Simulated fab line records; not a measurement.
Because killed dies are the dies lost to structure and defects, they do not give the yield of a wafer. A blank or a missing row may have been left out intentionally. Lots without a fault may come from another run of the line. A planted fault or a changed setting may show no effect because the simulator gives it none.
Comparing a struck lot with a sound one / flow gf180mcu / 14 steps out of a route of 602
Sound: wafers L732.3, L732.4, L732.5. Wafers L736.1, L736.2, L736.4 were the ones struck. The cause is given at the end.
Per side, at each step with rows, come the tool, then ch with its chambers, and then its first start. Under that, the readings that differ: sound wafers / struck wafers / difference of the means / sigmas: that difference in standard deviations of wafers without a fault.
alike: a reading whose means differ by less than 2 such deviations, as well as words and numbers matching on both sides. not compared: withheld readings; readings where some wafer has no value; bounds like >300 that might hide an equal value; numbers whose values overlap and for which the record gives no deviation.
A row with sigmas, a row that says differs or no value, or rows on one side alone: a step with any of these is where the two part. Numbers that have no deviation but don't overlap get no sigmas and don't part them. A reading missing from all wafers of one side parts the sides only when that side holds two or more wafers.

GF_TOP_METAL_SPUTTER_00: material Ti, target thk 37.5 nm, time 150 s.
  struck on pvd sputter-01, day 29 18:27; sound on pvd sputter-01, day 28 02:59
  alike: throttle valve pct
GF_TOP_METAL_SPUTTER_01: material TiN, target thk 30 nm, time 25 s.
  struck on pvd sputter-01, day 29 18:33; sound on pvd sputter-01, day 28 03:05
  alike: throttle valve pct
GF_TOP_METAL_SPUTTER_02: material AlCu, target thk 900 nm, time 47.82 s.
  struck on pvd sputter-01, day 29 18:35; sound on pvd sputter-01, day 28 03:07
  alike: throttle valve pct
GF_TOP_METAL_SPUTTER_03: material Ti, target thk 5 nm, time 3.3 s.
  struck on pvd sputter-01, day 29 18:37; sound on pvd sputter-01, day 28 03:10
  alike: throttle valve pct
GF_TOP_METAL_SPUTTER_04: material TiN, target thk 25 nm, time 20.8 s.
  struck on pvd sputter-01, day 29 18:38; sound on pvd sputter-01, day 28 03:11
  alike: throttle valve pct
GF_TOP_METAL_RS_MEAS_05: measurement is done with a four-point probe.
  struck on film metro-04, day 29 18:40; sound on film metro-04, day 28 03:15
  alike: TOP_METAL_ALCU_RS
GF_TOP_METAL_THK_MEAS_06: measures by xrf.
  struck on film metro-04, day 29 18:47; sound on film metro-04, day 28 03:21
  alike: TOP_METAL_ALCU_THK
then, 5 steps without rows for these wafers: GF_TOP_METAL_DEHYDRATE_07 (time 60 s); GF_TOP_METAL_HMDS_08 (prime time 60 s); GF_TOP_METAL_COAT_09 (resist thk 1472 nm); GF_TOP_METAL_SOFTBAKE_10 (time 60 s); GF_TOP_METAL_EXPOSE_11 (exposes mask MetalTop, target cd 440 nm).
GF_TOP_METAL_PEB_12:
  sound on litho track-02 ch 0, day 28 22:14; struck on litho track-03, day 30 12:35
reading=exhaust pa (Pa); sound=45.5 44.7 44.1; struck=- - -; difference=no value on the struck wafers; sigmas=
  not compared: chill plate temp C
then, 1 step without rows for these wafers: GF_TOP_METAL_DEVELOP_13 (develop time 60 s).

== WHERE THEY PART ==
GF_TOP_METAL_PEB_12 only, going by this record.

WHY: what the simulator had put in
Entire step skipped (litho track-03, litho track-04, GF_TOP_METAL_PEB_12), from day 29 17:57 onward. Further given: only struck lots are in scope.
